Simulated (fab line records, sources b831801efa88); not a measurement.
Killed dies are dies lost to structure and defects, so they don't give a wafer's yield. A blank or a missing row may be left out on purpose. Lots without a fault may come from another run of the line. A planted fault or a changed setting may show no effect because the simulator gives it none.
fab line records | flow gf180mcu
record lots=5 wafers=15 last_day=34
route steps=602 shown HV_LDD@176
lots that met no fault: from a run of the same line without faults
start_h: hours from the record's first day to the start of the lot's first wafer shown | wait_h: hours since the lot's step before | " the same as in the row above | L1.1+2: a row that stands for several wafers | - no value, or no start given | * or withheld: withheld | < > ~ a bound
route shown NAME@n: a module of which the file shows steps, and the number in the route of the first | usual: mean/standard deviation of fault-free wafers | same: alike in all rows | chamber/n: place in a boat | sites: the reading at each site | _std_site: their standard deviation | _edge_site: outer sites' mean less inner sites' | radius_mm: how far each site lies from the wafer's centre | mask NAME#n: copy n | behind: the tool/chamber that last shaped the wafer | hold: why the lot was held/for how many hours/how that ended | device: the transistor (n, p or np) that didn't switch | end of line: the same wafers' tests at the end of the route | a step without rows: its recipe alone | killed: dies lost to structure and defects at the first sort, not the wafer's yield | map: a wafer's dies, x killed, . not, _ none there
set.NAME: the setting as run; set.NAME@STEP: as run at that earlier step | model.NAME: the simulator's own value behind a step, which no gauge read
lots at some steps of the route; a table a step, a row a wafer
services: from which hour (start_h, from the record's first day; less than 0 if before it) a tool's chamber was out of use, for how many hours, and why
## steps
# step GF_HV_LDD_DEHYDRATE_00
# recipe temp_c=200 time_s=60
# columns lot.wafer tool chamber start_h wait_h
L078.4+5+6 litho_track-01 0 238.17 8.8
L081.4+5+6 litho_track-02 0 257.56 7.7
L089.2+3+6 litho_track-03 0 315.63 10.1
L092.1+3+4 litho_track-03 0 335.55 10.9
L096.1+4+6 litho_track-03 0 368.95 10.2
# step GF_HV_LDD_HMDS_01
# recipe prime_time_s=60 prime_temp_c=120
# columns lot.wafer tool chamber start_h wait_h
L078.4+5+6 litho_track-01 0 238.32 0.1
L081.4+5+6 litho_track-02 0 257.71 0.1
L089.2+3+6 litho_track-03 0 315.78 0.1
L092.1+3+4 litho_track-03 0 335.70 0.1
L096.1+4+6 litho_track-03 0 369.10 0.1
# step GF_HV_LDD_COAT_02
# recipe resist=NOVOLAK spin_rpm=3000 resist_thk_nm=1000
# usual spin_speed_rpm=3000.3/2
# columns lot.wafer tool chamber start_h wait_h spin_speed_rpm
L078.4 litho_track-01 0 238.47 0.1 3000.4
L078.5 " 0 " " 2999.9
L078.6 " 0 " " 3000.5
L081.4 litho_track-02 0 257.86 0.1 2999.3
L081.5 " 0 " " 2996.3
L081.6 " 0 " " 2999.4
L089.2 litho_track-03 0 315.93 0.1 3000.0
L089.3 " 0 " " 3003.9
L089.6 " 0 " " 3004.8
L092.1 litho_track-03 0 335.85 0.1 3000.0
L092.3 " 0 " " 3003.2
L092.4 " 0 " " 3000.6
L096.1 litho_track-03 0 369.25 0.1 3001.8
L096.4 " 0 " " 3000.5
L096.6 " 0 " " 3000.5
# step GF_HV_LDD_SOFTBAKE_03
# recipe temp_c=90 time_s=60 resist=NOVOLAK
# columns lot.wafer tool chamber start_h wait_h
L078.4+5+6 litho_track-01 0 238.62 0.1
L081.4+5+6 litho_track-02 0 258.01 0.1
L089.2+3+6 litho_track-03 0 316.08 0.1
L092.1+3+4 litho_track-03 0 336.00 0.1
L096.1+4+6 litho_track-03 0 369.40 0.1
# step GF_HV_LDD_EXPOSE_04
# recipe mask_id=Nplus_LV_AREA target_cd_nm=400 na=0.6 source_shape=conventional sigma_outer=0.6 dose_mj=140
# usual focus_offset_nm=0.0/0.5
# same sigma_outer=0.6
# columns lot.wafer tool chamber start_h wait_h mask focus_offset_nm
L078.4 iline_stepper-02 0 - - Nplus_LV_AREA#0 0.0
L078.5 " 0 " " Nplus_LV_AREA#0 -0.5
L078.6 " 0 " " Nplus_LV_AREA#0 0.0
L081.4 iline_stepper-01 0 - - Nplus_LV_AREA#0 -0.4
L081.5 " 0 " " Nplus_LV_AREA#0 -0.4
L081.6 " 0 " " Nplus_LV_AREA#0 -0.9
L089.2 iline_stepper-02 0 - - Nplus_LV_AREA#0 -0.3
L089.3 " 0 " " Nplus_LV_AREA#0 -0.5
L089.6 " 0 " " Nplus_LV_AREA#0 -0.1
L092.1 iline_stepper-01 0 - - Nplus_LV_AREA#0 0.0
L092.3 " 0 " " Nplus_LV_AREA#0 0.2
L092.4 " 0 " " Nplus_LV_AREA#0 0.2
L096.1 iline_stepper-02 0 - - Nplus_LV_AREA#0 -1.1
L096.4 " 0 " " Nplus_LV_AREA#0 -0.6
L096.6 " 0 " " Nplus_LV_AREA#0 -0.2
# step GF_HV_LDD_PEB_05
# recipe temp_c=withheld time_s=* resist=NOVOLAK
# columns lot.wafer tool chamber start_h wait_h
L078.4+5+6 litho_track-03 0 - -
L081.4+5+6 litho_track-01 0 - -
L089.2+3+6 litho_track-01 0 - -
L092.1+3+4 litho_track-03 0 - -
L096.1+4+6 litho_track-01 0 - -
# step GF_HV_LDD_DEVELOP_06
# recipe develop_time_s=60 dev_temp_c=23
# usual developer_temp_C=22.99/0.098
# columns lot.wafer tool chamber start_h wait_h developer_temp_C
L078.4 litho_track-03 0 247.48 0.1 22.85
L078.5 " 0 " " 22.84
L078.6 " 0 " " 22.99
L081.4 litho_track-01 0 268.21 0.1 23.07
L081.5 " 0 " " 23.12
L081.6 " 0 " " 23.03
L089.2 litho_track-01 0 325.66 0.1 22.98
L089.3 " 0 " " 22.84
L089.6 " 0 " " 22.92
L092.1 litho_track-03 0 346.50 0.1 23.11
L092.3 " 0 " " 22.96
L092.4 " 0 " " 22.90
L096.1 litho_track-01 0 380.69 0.1 22.89
L096.4 " 0 " " 22.96
L096.6 " 0 " " 23.00
# step GF_HV_LDD_CD_MEAS_07
# recipe target_cd_nm=400
# usual cd_nm=400.7/2.5
# columns lot.wafer tool chamber start_h wait_h cd_nm
L078.4 cd_sem-01 - 247.62 0.1 400.8
L078.5 " - " " 400.4
L078.6 " - " " 400.1
L081.4 cd_sem-02 - 268.35 0.1 399.3
L081.5 " - " " 399.2
L081.6 " - " " 398.9
L089.2 cd_sem-02 - 325.83 0.1 399.8
L089.3 " - " " 401.4
L089.6 " - " " 402.1
L092.1 cd_sem-02 - 346.65 0.1 400.5
L092.3 " - " " 400.3
L092.4 " - " " 399.7
L096.1 cd_sem-01 - 380.84 0.1 400.6
L096.4 " - " " 399.7
L096.6 " - " " 398.1
# step GF_HV_LDD_OVL_MEAS_08
# usual HV_LDD_OVL=-0.6/1.2
# columns lot.wafer tool chamber start_h wait_h HV_LDD_OVL[nm]
L078.4 overlay-02 - 247.69 0.1 0.0
L078.5 " - " " -1.0
L078.6 " - " " -2.1
L081.4 overlay-02 - 268.43 0.1 -2.1
L081.5 " - " " -1.9
L081.6 " - " " -0.8
L089.2 overlay-02 - 325.94 0.1 0.9
L089.3 " - " " 0.8
L089.6 " - " " 0.1
L092.1 overlay-01 - 346.77 0.1 -3.0
L092.3 " - " " -2.4
L092.4 " - " " -2.9
L096.1 overlay-01 - 380.96 0.1 -0.5
L096.4 " - " " -1.5
L096.6 " - " " -0.5
# step GF_HV_LDD_IMPLANT_09
# recipe species=As energy_kev=40 dose_cm2=1e+14 tilt_deg=7
# same implant_ion_amu=75
# columns lot.wafer tool chamber start_h wait_h
L078.4+5+6 implanter-04 0 247.79 0.1
L081.4+5+6 implanter-03 0 268.52 0.1
L089.2+3+6 implanter-03 0 325.99 0.0
L092.1+3+4 implanter-02 0 346.81 0.0
L096.1+4+6 implanter-02 0 380.99 0.0
# step GF_HV_LDD_STRIP_10
# recipe chemistry=O2/N2 power_w=1400 pressure_mtorr=1500 platen_temp_c=250 o2_flow_sccm=3000 n2_flow_sccm=300 overash_fraction=0.5
# usual drypump_motor_current_A=6.33/0.23 heater_power_w=352/28 oes_product_au=0.716/0.0048 strip_time_to_endpoint_s=12.66/0.041
# columns lot.wafer tool chamber start_h wait_h drypump_motor_current_A heater_power_w oes_product_au rf_hours_counter_h strip_time_to_endpoint_s
L078.4 plasma_asher-01 1 247.89 0.1 6.50 372 0.716 - 12.72
L078.5 " 0 " " 6.55 361 0.712 - 12.75
L078.6 " 1 " " 6.50 377 0.715 - 12.66
L081.4 plasma_asher-01 1 268.63 0.1 6.52 373 0.722 - 12.71
L081.5 " 0 " " 6.54 357 0.716 - 12.68
L081.6 " 1 " " 6.52 369 0.720 - 12.66
L089.2 plasma_asher-03 1 326.12 0.1 6.26 296 0.717 21 12.68
L089.3 " 1 " " 6.26 299 0.709 - 12.67
L089.6 " 1 " " 6.27 302 0.714 - 12.67
L092.1 plasma_asher-03 1 346.96 0.1 6.27 299 0.714 24 12.65
L092.3 " 1 " " 6.24 293 0.716 - 12.62
L092.4 " 0 " " 5.94 364 0.719 - 12.62
L096.1 plasma_asher-01 1 381.14 0.1 6.46 374 0.711 74 12.69
L096.4 " 1 " " 6.50 374 0.715 - 12.71
L096.6 " 0 " " 6.57 347 0.715 - 12.69
# step GF_HV_LDD_TW_MEAS_11
# usual HV_LDD_TW=2404/20
# columns lot.wafer tool chamber start_h wait_h HV_LDD_TW
L078.4 film_metro-03 - 247.99 0.1 2414
L078.5 " - " " 2418
L078.6 " - " " 2421
L081.4 film_metro-04 - 268.73 0.1 2367
L081.5 " - " " 2367
L081.6 " - " " 2372
L089.2 film_metro-02 - 326.23 0.1 2415
L089.3 " - " " 2428
L089.6 " - " " 2419
L092.1 film_metro-03 - 347.06 0.1 2436
L092.3 " - " " 2426
L092.4 " - " " 2439
L096.1 film_metro-03 - 381.24 0.1 2427
L096.4 " - " " 2418
L096.6 " - " " 2422
# step GF_HV_LDD_DEHYDRATE_12
# recipe temp_c=200 time_s=60
# columns lot.wafer tool chamber start_h wait_h
L078.4+5+6 litho_track-03 0 256.18 8.2
L081.4+5+6 litho_track-01 0 277.41 8.7
L089.2+3+6 litho_track-02 0 336.36 10.1
L092.1+3+4 litho_track-02 0 357.39 10.3
L096.1+4+6 litho_track-01 0 391.54 10.3
# step GF_HV_LDD_HMDS_13
# recipe prime_time_s=60 prime_temp_c=120
# columns lot.wafer tool chamber start_h wait_h
L078.4+5+6 litho_track-03 0 256.33 0.1
L081.4+5+6 litho_track-01 0 277.56 0.1
L089.2+3+6 litho_track-02 0 336.51 0.1
L092.1+3+4 litho_track-02 0 357.54 0.1
L096.1+4+6 litho_track-01 0 391.69 0.1
# step GF_HV_LDD_COAT_14
# recipe resist=NOVOLAK spin_rpm=3000 resist_thk_nm=1000
# usual spin_speed_rpm=2999.8/2
# columns lot.wafer tool chamber start_h wait_h spin_speed_rpm
L078.4 litho_track-03 0 256.48 0.1 3000.8
L078.5 " 0 " " 2997.1
L078.6 " 0 " " 2998.3
L081.4 litho_track-01 0 277.71 0.1 3001.3
L081.5 " 0 " " 2999.0
L081.6 " 0 " " 3003.7
L089.2 litho_track-02 0 336.66 0.1 2999.9
L089.3 " 0 " " 2999.7
L089.6 " 0 " " 3000.6
L092.1 litho_track-02 0 357.69 0.1 2998.0
L092.3 " 0 " " 2997.3
L092.4 " 0 " " 2996.9
L096.1 litho_track-01 0 391.84 0.1 3003.8
L096.4 " 0 " " 3001.9
L096.6 " 0 " " 2997.9
## services
# columns tool chamber start_h hours kind
implanter-04 - 224.56 3.3 repair
iline_stepper-02 - 228.06 2.1 pm
plasma_asher-01 - 228.96 2.2 repair
iline_stepper-02 - 230.14 - consumable_replace:lamp
implanter-03 - 255.84 2.6 repair
iline_stepper-01 - 276.83 5.5 repair
implanter-02 - 294.13 1.4 repair
iline_stepper-02 - 302.54 1.7 pm
implanter-03 - 335.62 12.5 pm
iline_stepper-01 0 347.75 - calibration
iline_stepper-01 - 350.02 28.9 pm
implanter-04 - 368.23 4.0 repair
implanter-03 - 369.37 4.6 pm
implanter-04 - 377.68 7.2 pm
plasma_asher-03 - 381.61 0.5 repair
## key
fault none
